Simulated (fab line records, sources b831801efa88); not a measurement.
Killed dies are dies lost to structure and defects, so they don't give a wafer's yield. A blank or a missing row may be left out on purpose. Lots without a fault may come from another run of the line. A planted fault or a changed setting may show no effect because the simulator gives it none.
Which tool did it? | flow sky130 | 12 lots, 36 wafers sampled, at 4 steps of a route of 708

WHAT THE GAUGES READ, wafer by wafer
SKY_SD_N_OVL_MEAS_08.
lot  | measured     | on         | SD_N_OVL (nm)
L510 | day 27 11:34 | overlay-01 | -0.8 -2.7 -2.5
L512 | day 28 17:11 | overlay-02 | -2.8 -2.1 -5.3
L514 | day 29 07:32 | overlay-02 | 0.5 -1.4 -0.6
L516 | day 30 03:02 | overlay-02 | -3.6 -2.6 -2.7
L519 | day 31 00:43 | overlay-01 | -0.9 -3.7 -2.3
L520 | day 31 18:42 | overlay-02 | -1.0 -0.2 -0.7
L521 | day 31 21:02 | overlay-02 | -2.9 -1.5 -1.4
L522 | day 32 05:04 | overlay-02 | -2.9 -0.3 -0.1
L528 | day 34 01:52 | overlay-01 | -1.9 -2.6 -2.1
L533 | day 35 08:37 | overlay-02 | -2.0 -1.7 -1.0

WHICH TOOL RAN EACH LOT (tool, then ch and the chambers of the sampled wafers, then the start)
lot  | SKY_LDD_LDN_STRIP_12                 | SKY_POLY_CUT_ETCH_11               | SKY_SD_N_SOFTBAKE_03
L510 | plasma_asher-01 ch 0,1, day 22 11:52 | rie_diel-04 ch 0,1,3, day 23 20:46 | litho_track-03 ch 0, day 26 21:12
L512 | plasma_asher-02 ch 0,1, day 23 20:23 | rie_diel-04 ch 0,1,2, day 25 03:58 | litho_track-03 ch 0, day 28 03:00
L514 | plasma_asher-01 ch 0,1, day 24 10:46 | rie_diel-01 ch 1,2, day 25 17:15   | litho_track-04 ch 0, day 28 16:40
L516 | plasma_asher-01 ch 0,1, day 25 06:06 | rie_diel-02 ch 2,3, day 26 13:19   | litho_track-01 ch 0, day 29 12:55
L519 | plasma_asher-03 ch 0,1, day 26 02:29 | rie_diel-01 ch 1,2, day 27 10:43   | litho_track-01 ch 0, day 30 10:22
L520 | plasma_asher-02 ch 0,1, day 26 23:55 | rie_diel-04 ch 1,2, day 28 05:34   | litho_track-01 ch 0, day 31 05:20
L521 | plasma_asher-03 ch 0,1, day 27 02:28 | rie_diel-04 ch 1,2,3, day 28 08:31 | litho_track-03 ch 0, day 31 06:57
L522 | plasma_asher-02 ch 0,1, day 27 10:43 | rie_diel-04 ch 0,1, day 28 16:43   | litho_track-03 ch 0, day 31 14:59
L528 | plasma_asher-02 ch 0,1, day 29 10:04 | rie_diel-02 ch 1,3, day 30 15:55   | litho_track-04 ch 0, day 33 12:28
L531 | plasma_asher-03 ch 0,1, day 30 01:55 | rie_diel-01 ch 0,1,3, day 31 07:04 | -
L532 | plasma_asher-01 ch 0,1, day 30 13:09 | rie_diel-04 ch 1,2,3, day 31 17:49 | -
L533 | plasma_asher-02 ch 0,1, day 30 18:24 | rie_diel-02 ch 0,1,2, day 32 00:28 | litho_track-03 ch 0, day 34 19:45
- SKY_LDD_LDN_STRIP_12: strips in O2/N2.
- SKY_POLY_CUT_ETCH_11: etches Si3N4 in CF4/CH2F2/Ar, stops on poly-Si, time 42.5 s, target depth 60 nm.
- SKY_SD_N_SOFTBAKE_03: time 61.49 s.

WHAT THE TOOLS THEMSELVES READ (means of the sampled wafers that have a number; where no wafer has one, the mark that the record gives instead)
SKY_LDD_LDN_STRIP_12.
lot  | tool            | drypump_motor_current_A (A) | n2_flow_sccm (sccm) | oes_product_au (a.u.) | strip_time_to_endpoint_s (s)
L510 | plasma_asher-01 | 5.66                        | 300.6               | 0.712                 | 14.22
L512 | plasma_asher-02 | 5.51                        | 300.1               | 0.714                 | 14.17
L514 | plasma_asher-01 | 5.69                        | 300.3               | 0.712                 | 14.17
L516 | plasma_asher-01 | 5.68                        | 300.3               | 0.714                 | 14.21
L519 | plasma_asher-03 | 5.33                        | 299.8               | 0.710                 | 14.21
L520 | plasma_asher-02 | 5.37                        | 300.1               | 0.718                 | 14.25
L521 | plasma_asher-03 | 5.34                        | 299.6               | 0.716                 | 14.22
L522 | plasma_asher-02 | 5.36                        | 299.1               | 0.718                 | 14.15
L528 | plasma_asher-02 | 5.39                        | 298.7               | 0.714                 | 14.27
L531 | plasma_asher-03 | 5.33                        | 300.1               | 0.715                 | 14.23
L532 | plasma_asher-01 | 5.69                        | 299.5               | 0.715                 | 14.23
L533 | plasma_asher-02 | 5.38                        | 300.2               | 0.717                 | 14.20

SKY_POLY_CUT_ETCH_11.
lot  | tool        | bias_w (W) | cf4_flow_sccm (sccm) | drypump_motor_current_A (A) | oes_product_au (a.u.) | throttle_valve_pct (%)
L510 | rie_diel-04 | 150.0      | 40.09                | 5.9                         | 0.824                 | 14.998
L512 | rie_diel-04 | 150.1      | 40.02                | 6.2                         | 0.834                 | 14.990
L514 | rie_diel-01 | 150.6      | 40.00                | 6.4                         | 0.832                 | 14.998
L516 | rie_diel-02 | 150.0      | 39.98                | 5.7                         | 0.831                 | 15.003
L519 | rie_diel-01 | 150.1      | 39.99                | 6.2                         | 0.830                 | 14.983
L520 | rie_diel-04 | 150.1      | 39.84                | 6.4                         | 0.829                 | 14.990
L521 | rie_diel-04 | 150.0      | 40.07                | 6.2                         | 0.832                 | 14.998
L522 | rie_diel-04 | 150.0      | 39.97                | 6.3                         | 0.836                 | 14.994
L528 | rie_diel-02 | 149.7      | 40.11                | 5.9                         | 0.831                 | 15.000
L531 | rie_diel-01 | -          | -                    | -                           | -                     | -
L532 | rie_diel-04 | -          | -                    | -                           | -                     | -
L533 | rie_diel-02 | 150.4      | 39.97                | 5.7                         | 0.831                 | 14.987

SKY_SD_N_SOFTBAKE_03.
lot  | tool           | plate_sensor_t_centre_C (C) | plate_sensor_t_edge_C (C)
L510 | litho_track-03 | 90.758                      | 90.821
L512 | litho_track-03 | 90.766                      | 90.828
L514 | litho_track-04 | 90.761                      | 90.834
L516 | litho_track-01 | 90.761                      | 90.833
L519 | litho_track-01 | 90.753                      | 90.823
L520 | litho_track-01 | 90.756                      | 90.835
L521 | litho_track-03 | 90.749                      | 90.828
L522 | litho_track-03 | 90.758                      | 90.823
L528 | litho_track-04 | 90.768                      | 90.825
L533 | litho_track-03 | 90.752                      | 90.832

THE ANSWER, worked out from the rows above alone
Rule: what is usual is taken from the lots themselves. Put in order of their means at a reading, lots are off if they are a third of the lots or fewer, leave a main group of 4 or more, and stand apart from it by a gap of 3 or more times the standard deviation of the main group's means; of several such gaps the widest counts. A main group whose means are all the same, to the digits that the tables above print for the reading, isn't used. A lot without any number at a reading at which 4 lots or more have one is off too. The other lots that the step has rows for count as sound. The gauges are gone through in route order, then the tools' own readings, and for those a lot's mean is taken as printed above. The first step at which some lot is off is used, and at that step the reading that is off furthest; a lot without a number counts as furthest.
Off: L531, L532, at SKY_POLY_CUT_ETCH_11 (bias_w). Without a number there: L531, L532. The main group: mean 150.1 W, standard deviation 0.23.
A tool fits if, at that step or a process step before it, it ran every lot that is off, and no sound lot after the first of them. None of those tried fits.

WHAT THE SIMULATOR HAD PUT IN
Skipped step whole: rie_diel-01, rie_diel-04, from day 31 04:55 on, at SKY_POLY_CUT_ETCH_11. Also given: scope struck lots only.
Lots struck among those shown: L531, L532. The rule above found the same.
